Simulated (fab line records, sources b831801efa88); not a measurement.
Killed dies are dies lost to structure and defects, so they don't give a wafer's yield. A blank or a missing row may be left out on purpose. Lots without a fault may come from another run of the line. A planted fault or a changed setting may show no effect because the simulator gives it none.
Which tool did it? | flow sky130 | 7 lots, 21 wafers sampled, at 4 steps of a route of 708

WHAT THE GAUGES READ, wafer by wafer
SKY_POLY_GATE_CD_MEAS_22.
lot  | measured     | on        | cd_nm (nm)
L995 | day 17 21:08 | cd_sem-02 | 149.1 148.1 148.5
L102 | day 20 12:47 | cd_sem-01 | - - -
L104 | day 20 23:16 | cd_sem-01 | - - -
L105 | day 21 19:16 | cd_sem-02 | 148.2 152.0 152.0
L109 | day 22 17:19 | cd_sem-02 | 152.5 151.4 152.5
L112 | day 23 20:35 | cd_sem-02 | 152.4 153.6 153.5
L113 | day 24 18:56 | cd_sem-01 | 147.9 151.5 150.7

WHICH TOOL RAN EACH LOT (tool, then ch and the chambers of the sampled wafers, then the start)
lot  | SKY_POLY_GATE_ETCH_15              | SKY_POLY_GATE_ETCH_16              | SKY_POLY_GATE_ETCH_17
L995 | rie_diel-02 ch 0,3, day 17 18:23   | rie_diel-02 ch 0,3, day 17 18:28   | rie_si-01 ch 0,1,2, day 17 18:34
L102 | rie_diel-01 ch 0,1, day 20 10:47   | rie_diel-01 ch 0,1, day 20 10:52   | rie_si-01 ch 0,1, day 20 10:58
L104 | rie_diel-03 ch 0,1,2, day 20 21:34 | rie_diel-03 ch 0,1,2, day 20 21:39 | rie_si-02 ch 0,1,2, day 20 21:44
L105 | rie_diel-02 ch 0,1,3, day 21 17:34 | rie_diel-02 ch 0,1,3, day 21 17:39 | rie_si-02 ch 0,1,3, day 21 17:45
L109 | rie_diel-03 ch 0,3, day 22 15:37   | rie_diel-03 ch 0,3, day 22 15:41   | rie_si-01 ch 1,2, day 22 15:47
L112 | rie_diel-01 ch 0,1,3, day 23 18:02 | rie_diel-01 ch 0,1,3, day 23 18:07 | rie_si-02 ch 0,1,3, day 23 18:10
L113 | rie_diel-02 ch 0,1,3, day 24 17:14 | rie_diel-02 ch 0,1,3, day 24 17:19 | rie_si-02 ch 0,1,2, day 24 17:25
- SKY_POLY_GATE_ETCH_15: etches BARC in N2/H2, stops on SiO2, time 118.5 s, target depth 110 nm.
- SKY_POLY_GATE_ETCH_16: etches Si3N4 in CH3F/O2, stops on poly-Si, time 147.5 s, target depth 75 nm.
- SKY_POLY_GATE_ETCH_17: etches poly-Si in HBr/Cl2, stops on SiO2, target depth 180 nm, time 70.5 s.

THE ANSWER, worked out from the rows above alone
Rule: what is usual is taken from the lots themselves. Put in order of their means at a reading, lots are off if they are a third of the lots or fewer, leave a main group of 4 or more, and stand apart from it by a gap of 3 or more times the standard deviation of the main group's means; of several such gaps the widest counts. A main group whose means are all the same, to the digits that the tables above print for the reading, isn't used. A lot without any number at a reading at which 4 lots or more have one is off too. The other lots that the step has rows for count as sound.
Off: L102, L104, at SKY_POLY_GATE_CD_MEAS_22 (cd_nm). Without a number there: L102, L104. The main group: mean 150.9 nm, standard deviation 1.6.
A tool fits if, at a process step before that reading, it ran every lot that is off, and no sound lot after the first of them. The gauges at SKY_POLY_GATE_CD_MEAS_22 are tried like those tools. None of those tried fits.

WHAT THE SIMULATOR HAD PUT IN
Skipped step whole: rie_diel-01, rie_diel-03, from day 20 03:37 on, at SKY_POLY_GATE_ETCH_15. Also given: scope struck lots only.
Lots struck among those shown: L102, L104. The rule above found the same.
